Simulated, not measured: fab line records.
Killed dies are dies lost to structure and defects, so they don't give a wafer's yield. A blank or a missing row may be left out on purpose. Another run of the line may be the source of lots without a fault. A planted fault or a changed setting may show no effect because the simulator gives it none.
Which tool did it? | flow gf180mcu | 42 wafers from 14 lots sampled at 4 of the route's 602 steps

WHAT EACH GAUGE READ, for each wafer
GF_TOP_METAL_CD_MEAS_14 targets a cd of 440 nm. Usual: cd nm at 440.0 nm, with a standard deviation of 2.6.
lot  | measured     | on        | cd nm (nm)        | flag
L951 | day 28 12:16 | cd sem-02 | 439.5 439.3 439.4 |
L953 | day 29 02:11 | cd sem-01 | 437.2 436.2 436.0 |
L954 | day 29 09:48 | cd sem-01 | 438.0 438.3 438.9 |
L955 | day 29 11:27 | cd sem-02 | 436.9 437.8 437.6 |
L956 | day 29 13:34 | cd sem-02 | 437.2 438.6 436.8 |
L957 | day 29 23:43 | cd sem-01 | 437.5 437.9 437.7 |
L958 | day 30 11:00 | cd sem-02 | 438.0 439.7 440.4 |
L959 | day 30 13:26 | cd sem-01 | 443.3 444.9 444.4 |
L965 | day 31 23:41 | cd sem-02 | 440.8 441.7 440.1 |
L967 | day 32 16:16 | cd sem-02 | 438.2 438.1 437.2 |
L969 | day 33 02:25 | cd sem-02 | 439.8 436.0 438.5 |
L970 | day 33 10:33 | cd sem-01 | 439.1 438.1 439.7 |
L971 | day 33 17:38 | cd sem-02 | 439.6 438.4 438.7 |
L974 | day 34 03:56 | cd sem-02 | 440.8 441.6 438.3 |

TOOL THAT RAN EACH LOT (tool first, then ch and the chambers of the sampled wafers, then the start)
lot  | GF_CONTACT_CVD_02               | GF_MIM_CVD_05                   | GF_MIM_SPUTTER_07
L951 | pecvd-01 ch 0,2, day 15 16:37   | pecvd-01 ch 0,1,2, day 24 23:04 | pvd sputter-02, day 24 23:09
L953 | pecvd-04 ch 1,2, day 16 06:11   | pecvd-01 ch 1,2, day 25 13:11   | pvd sputter-02, day 25 13:17
L954 | pecvd-01 ch 0,1,2, day 16 17:27 | pecvd-01 ch 0,1, day 25 22:27   | pvd sputter-02, day 25 22:34
L955 | pecvd-04 ch 0,2, day 16 17:53   | pecvd-02 ch 0,2, day 25 23:41   | pvd sputter-04, day 25 23:47
L956 | pecvd-04 ch 0,2, day 16 22:39   | pecvd-01 ch 0,1, day 26 03:32   | pvd sputter-02, day 26 03:39
L957 | pecvd-03 ch 0,1,2, day 17 11:32 | pecvd-01 ch 0,1,2, day 26 13:28 | pvd sputter-02, day 26 13:32
L958 | pecvd-01 ch 1,2, day 18 01:10   | pecvd-02 ch 1,2, day 27 02:52   | pvd sputter-03, day 27 02:58
L959 | pecvd-01 ch 0,1, day 18 02:40   | pecvd-01 ch 1,2, day 27 05:52   | pvd sputter-02, day 27 05:57
L965 | pecvd-01 ch 1,2, day 20 02:45   | pecvd-02 ch 0,1,2, day 28 19:01 | pvd sputter-03, day 28 19:07
L967 | pecvd-01 ch 0,1,2, day 21 00:05 | pecvd-04 ch 0,2, day 29 14:28   | pvd sputter-03, day 29 14:34
L969 | pecvd-04 ch 0,2, day 21 15:26   | pecvd-01 ch 0,2, day 30 02:43   | pvd sputter-02, day 30 02:48
L970 | pecvd-03 ch 0,1,2, day 22 04:54 | pecvd-01 ch 0,1,2, day 30 10:52 | pvd sputter-04, day 30 10:57
L971 | pecvd-03 ch 1,2, day 22 12:22   | pecvd-04 ch 0,1,2, day 30 19:36 | pvd sputter-04, day 30 19:42
L974 | pecvd-04 ch 0,2, day 23 06:13   | pecvd-01 ch 0,2, day 31 08:44   | pvd sputter-03, day 31 08:50
- GF_CONTACT_CVD_02: deposits SiO2 from TEOS, target thk 860 nm, time 95.992 s.
- GF_MIM_CVD_05: deposits Si3N4, target thk 42 nm, time 29.086 s.
- GF_MIM_SPUTTER_07: material TiN, target thk 60 nm, time 50 s.

WHAT THE TOOLS THEMSELVES READ (means of the sampled wafers that have a number; where no wafer has one, the mark that the record gives instead)
GF_CONTACT_CVD_02. Usual: heater power w at 708 W, with a standard deviation of 92.
lot  | tool     | heater power w (W) | flag
L951 | pecvd-01 | 712                |
L953 | pecvd-04 | 656                |
L954 | pecvd-01 | 743                |
L955 | pecvd-04 | 736                |
L956 | pecvd-04 | 642                |
L957 | pecvd-03 | 703                |
L958 | pecvd-01 | 774                |
L959 | pecvd-01 | 826                |
L965 | pecvd-01 | 710                |
L967 | pecvd-01 | 683                |
L969 | pecvd-04 | 650                |
L970 | pecvd-03 | 648                |
L971 | pecvd-03 | 679                |
L974 | pecvd-04 | 736                |

GF_MIM_CVD_05. Usual: heater power w at 693 W, with a standard deviation of 87.
lot  | tool     | heater power w (W) | flag
L951 | pecvd-01 | 757                |
L953 | pecvd-01 | 790                |
L954 | pecvd-01 | 739                |
L955 | pecvd-02 | 596                |
L956 | pecvd-01 | 771                |
L957 | pecvd-01 | 736                |
L958 | pecvd-02 | 706                |
L959 | pecvd-01 | 665                |
L965 | pecvd-02 | 606                |
L967 | pecvd-04 | 716                |
L969 | pecvd-01 | 697                |
L970 | pecvd-01 | 704                |
L971 | pecvd-04 | 650                |
L974 | pecvd-01 | 702                |

GF_MIM_SPUTTER_07. Usual: throttle valve pct at 30.1 %, with a standard deviation of 1.
lot  | tool           | throttle valve pct (%) | flag
L951 | pvd sputter-02 | 30.4                   |
L953 | pvd sputter-02 | 31.3                   |
L954 | pvd sputter-02 | 30.9                   |
L955 | pvd sputter-04 | 29.2                   |
L956 | pvd sputter-02 | 30.4                   |
L957 | pvd sputter-02 | 31.2                   |
L958 | pvd sputter-03 | 29.5                   |
L959 | pvd sputter-02 | 30.5                   |
L965 | pvd sputter-03 | 29.5                   |
L967 | pvd sputter-03 | 29.6                   |
L969 | pvd sputter-02 | 30.5                   |
L970 | pvd sputter-04 | 29.3                   |
L971 | pvd sputter-04 | 29.9                   |
L974 | pvd sputter-03 | 30.4                   |

THE ANSWER, worked out from the rows above alone
Rule: take the mean of a lot's wafers that have a number; if it is more than 3 standard deviations from the usual mean, the lot is off. Also off: a lot with no number at a reading for which 4 or more lots have one. The other lots that the step has rows for count as sound. The gauges are gone through in route order, then the tools' own readings, and for those a lot's mean is taken as printed above. At the first step where some lot is off, the reading lying furthest off is the one used; lots without a number count as furthest.
No lot is off on any of the readings shown, so nothing can be concluded from this.

WHAT THE SIMULATOR HAD INSERTED
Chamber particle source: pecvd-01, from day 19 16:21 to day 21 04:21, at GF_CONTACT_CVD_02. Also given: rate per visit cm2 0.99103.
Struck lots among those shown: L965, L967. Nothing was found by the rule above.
